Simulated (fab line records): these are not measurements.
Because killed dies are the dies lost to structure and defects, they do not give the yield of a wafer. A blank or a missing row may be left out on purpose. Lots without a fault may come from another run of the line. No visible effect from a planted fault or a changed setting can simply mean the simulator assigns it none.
A struck lot beside a sound one    flow sky130    16 out of 708 route steps
Sound: the wafers L567.3, L567.4, L567.5. Wafers struck: L575.1, L575.3, L575.6. The cause is given at the end.
Order at every step that has rows: each side's tool, ch and its chambers, its first start. Under that, the readings that differ: sound wafers    struck wafers    difference of the means    sigmas: that difference in standard deviations of wafers without a fault.
alike: a reading whose means differ by less than 2 such deviations, as well as words and numbers matching on both sides. not compared: withheld readings; readings where some wafer has no value; bounds like >300 that might hide an equal value; numbers whose values overlap and for which the record gives no deviation.
The two part at a step that has a row with sigmas, a row that says differs or no value, or rows on one side only. Non-overlapping numbers with no deviation appear without sigmas and do not part them. Lack of a reading on every wafer of one side parts them only where that side has two or more wafers.

first, 5 steps without rows for these wafers: SKY_SONOS_TUNNEL_COAT_02 (resist thk 1140 nm); SKY_SONOS_TUNNEL_SOFTBAKE_03 (time 60 s); SKY_SONOS_TUNNEL_EXPOSE_04 (exposes mask TUNM, target cd 410 nm); SKY_SONOS_TUNNEL_PEB_05; SKY_SONOS_TUNNEL_DEVELOP_06 (develop time 60 s).
SKY_SONOS_TUNNEL_CD_MEAS_07: target cd 410 nm.
  sound on cdSem-01, day 13 04:20; struck on cdSem-02, day 16 08:33
  alike: cdNm
SKY_SONOS_TUNNEL_OVL_MEAS_08:
  sound on overlay-02, day 13 04:26; struck on overlay-01, day 16 08:40
  alike: SONOS_TUNNEL_OVL
then, 3 steps without rows for these wafers: SKY_SONOS_TUNNEL_IMPLANT_09; SKY_SONOS_TUNNEL_WET_ETCH_10 (etches SiO2 in dHF, target depth 14 nm, time 280 s); SKY_SONOS_TUNNEL_STRIP_11 (strips in SPM, time 600 s).
SKY_SONOS_TUNNEL_TW_MEAS_12:
  sound on filmMetro-04, day 13 05:15; struck on filmMetro-02, day 16 09:07
  alike: SONOS_TUNNEL_TW
then, 1 step without rows for these wafers: SKY_SONOS_TUNNEL_CLEAN_13 (cleans in dHF, time 20 s).
SKY_SONOS_ONO_OXIDATION_00: stabilise 600 s, purge 300 s, target thk 2.6 nm.
  sound on furnace-02 ch 0, day 13 05:19; struck on furnace-01 ch 0, day 16 09:12
reading                                          sound                 struck                difference  sigmas
spikeTcBottomC (C)                               820.8 820.5 821.2     836.1 837.7 836.7     +16.0       +17
spikeTcCentreC (C)                               800.7 799.4 801.2     815.5 816.5 813.3     +14.7       +15
spikeTcLowerC (C)                                801.4 800.2 801.0     819.6 818.5 818.6     +18.0       +9
spikeTcTopC (C)                                  809.5 812.2 812.6     829.0 827.9 829.5     +17.4       +14
spikeTcUpperC (C)                                801.9 798.9 800.3     815.3 816.8 816.3     +15.8       +13
tubeCenterTempC (C)                              799.95 799.98 799.99  816.05 816.15 816.11  +16.13      +99 or more
tube_center_temp_C_max                           802.10 801.96 801.86  817.91 818.63 817.83  +16.15      +54
zonePowerCentrePct (%)                           14.03 14.19 14.24     14.80 14.87 14.86     +0.69       +5
model.SiO2_of_SONOS_ONO_OXIDATION_00.thkNm (nm)  2.572 2.624 2.564     3.218 3.219 3.268     +0.648      
SKY_SONOS_ONO_THK_MEAS_01:
  sound on filmMetro-02, day 13 06:40; struck on filmMetro-03, day 16 10:33
reading                       sound           struck          difference  sigmas
SONOS_ONO_OXIDATION_THK (nm)  2.53 2.63 2.54  3.20 3.18 3.22  +0.63       +12
then, 1 step without rows for these wafers: SKY_SONOS_ONO_CVD_02 (deposits Si3N4 from DCS/NH3, target thk 10.5 nm, time 180 s).
-- record jumps: 33 days separate the struck wafers' starts on either side; left off in module SONOS_ONO, taken up again in module PAD_OPEN, whose first shown step is the route's number 708 --
SKY_PAD_OPEN_PROBE_99:
  sound on prober-01, day 47 08:46; struck on prober-02, day 49 02:28
reading                                  sound                 struck                 difference  sigmas
model.etest.sonosErased.driveUaUm        189.5 190.6 209.2     80.79 74.27 54.25      -126.66     
model.etest.sonosUncharged.rOnOhmUm      828.3 832.9 821.6     842.2 841.6 845        +15.3       
model.etest.sonosErased.vtV (V)          -2.296 -2.224 -2.291  -1.186 -1.138 -0.8619  +1.208      
model.etest.capOno.gateLog10ACm2         -7.948 -8.056 -8.003  -8.921 -9.04 -9.051    -1.002      
model.etest.capOno.gateBvV (V)           16.55 16.33 16.44     17.27 17.04 17.15      +0.71       
model.etest.capOno.toxAccNm (nm)         12.81 13.04 12.97     13.69 13.8 13.71       +0.79       
model.etest.sonosProgrammed.vtV (V)      1.52 1.36 1.423       1.093 1.022 1.041      -0.382      
model.etest.sonosProgrammed.offLog10AUm  -13.98 -13.86 -13.85  -13.74 -13.31 -13.55   +0.36       
  alike: killed_at_M0_to_M3, killed_at_M4_up, killedAtContacts, killedAtFrontEnd, killedAtOther, killedDies, killedOpen, killedShort

== WHERE THEY PART ==
Earliest at SKY_SONOS_ONO_OXIDATION_00; latest, in this record, at SKY_SONOS_ONO_THK_MEAS_01. Later steps at which nothing parts them and some readings are alike: SKY_PAD_OPEN_PROBE_99.

WHY: whatever the simulator had introduced
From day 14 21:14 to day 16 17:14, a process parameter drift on furnace-01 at SKY_SONOS_ONO_OXIDATION_00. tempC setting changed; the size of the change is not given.
